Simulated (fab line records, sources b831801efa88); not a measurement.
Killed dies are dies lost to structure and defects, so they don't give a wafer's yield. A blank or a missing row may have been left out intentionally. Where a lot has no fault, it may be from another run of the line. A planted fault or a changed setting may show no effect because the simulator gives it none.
What tool caused it? / flow sky130 / 6 lots, 18 wafers sampled, at 3 steps of a route of 708

WHAT THE GAUGES SHOWED, per wafer
SKY_LI_CONTACT_THK_MEAS_01.
lot=L278; measured=day 27 21:47; on=film metro-01; LI_CONTACT_HDPCVD_THK (nm)=934 946 928
lot=L283; measured=day 30 09:16; on=film metro-04; LI_CONTACT_HDPCVD_THK (nm)=934 920 927
lot=L286; measured=day 30 19:37; on=film metro-02; LI_CONTACT_HDPCVD_THK (nm)=916 929 930
lot=L289; measured=day 32 00:46; on=film metro-02; LI_CONTACT_HDPCVD_THK (nm)=920 925 925
lot=L297; measured=day 34 14:31; on=film metro-02; LI_CONTACT_HDPCVD_THK (nm)=914 883 886
lot=L300; measured=day 35 08:56; on=film metro-01; LI_CONTACT_HDPCVD_THK (nm)=923 943 932

WHAT TOOL EACH LOT RAN ON (gives the tool, then ch and the chambers of the sampled wafers, and finally the start)
lot=L278; SKY_SD_N_RTA_14=rtp anneal-02 ch 0, day 27 21:08; SKY_LI_CONTACT_HDPCVD_00=hdpcvd-01 ch 0,1,2, day 27 21:41
lot=L283; SKY_SD_N_RTA_14=rtp anneal-01 ch 0, day 30 08:37; SKY_LI_CONTACT_HDPCVD_00=hdpcvd-02 ch 0,2, day 30 09:10
lot=L286; SKY_SD_N_RTA_14=rtp anneal-02 ch 0, day 30 18:58; SKY_LI_CONTACT_HDPCVD_00=hdpcvd-01 ch 1,2, day 30 19:31
lot=L289; SKY_SD_N_RTA_14=rtp anneal-01 ch 0, day 32 00:06; SKY_LI_CONTACT_HDPCVD_00=hdpcvd-01 ch 1,2, day 32 00:39
lot=L297; SKY_SD_N_RTA_14=rtp anneal-01 ch 0, day 34 13:52; SKY_LI_CONTACT_HDPCVD_00=hdpcvd-01 ch 0,1, day 34 14:25
lot=L300; SKY_SD_N_RTA_14=rtp anneal-02 ch 0, day 35 08:17; SKY_LI_CONTACT_HDPCVD_00=hdpcvd-02 ch 0,1, day 35 08:50
- SKY_SD_N_RTA_14: time 2 s.
- SKY_LI_CONTACT_HDPCVD_00: deposits PSG, target thk 930 nm, time 155 s.

THE ANSWER, worked out from the rows above alone
Rule: what is usual is taken from the lots themselves. The widest of any qualifying gaps counts: lots, ordered by their means at a reading, are off when they make up no more than a third of the lots, leave a main group of 4 or more, and stand apart from it by 3 or more times the standard deviation of that group's means. Not used: any main group whose means are identical at the precision the tables above print for the reading. A lot without any number at a reading at which 4 lots or more have one is off too. Where the step has rows for the other lots, those lots are counted as sound.
Off: at SKY_LI_CONTACT_THK_MEAS_01 (LI_CONTACT_HDPCVD_THK), L297. The main group: mean 929 nm, standard deviation 4.8.
If a tool, at a process step before that reading, ran all the lots that are off and no sound lot after the first of them, it fits. Those tools and the gauges at SKY_LI_CONTACT_THK_MEAS_01 are tried in the same way. Can't be told from this: 3 tools fit, rtp anneal-01 at SKY_SD_N_RTA_14, hdpcvd-01 at SKY_LI_CONTACT_HDPCVD_00, film metro-02 at SKY_LI_CONTACT_THK_MEAS_01.

WHAT THE SIMULATOR PUT IN
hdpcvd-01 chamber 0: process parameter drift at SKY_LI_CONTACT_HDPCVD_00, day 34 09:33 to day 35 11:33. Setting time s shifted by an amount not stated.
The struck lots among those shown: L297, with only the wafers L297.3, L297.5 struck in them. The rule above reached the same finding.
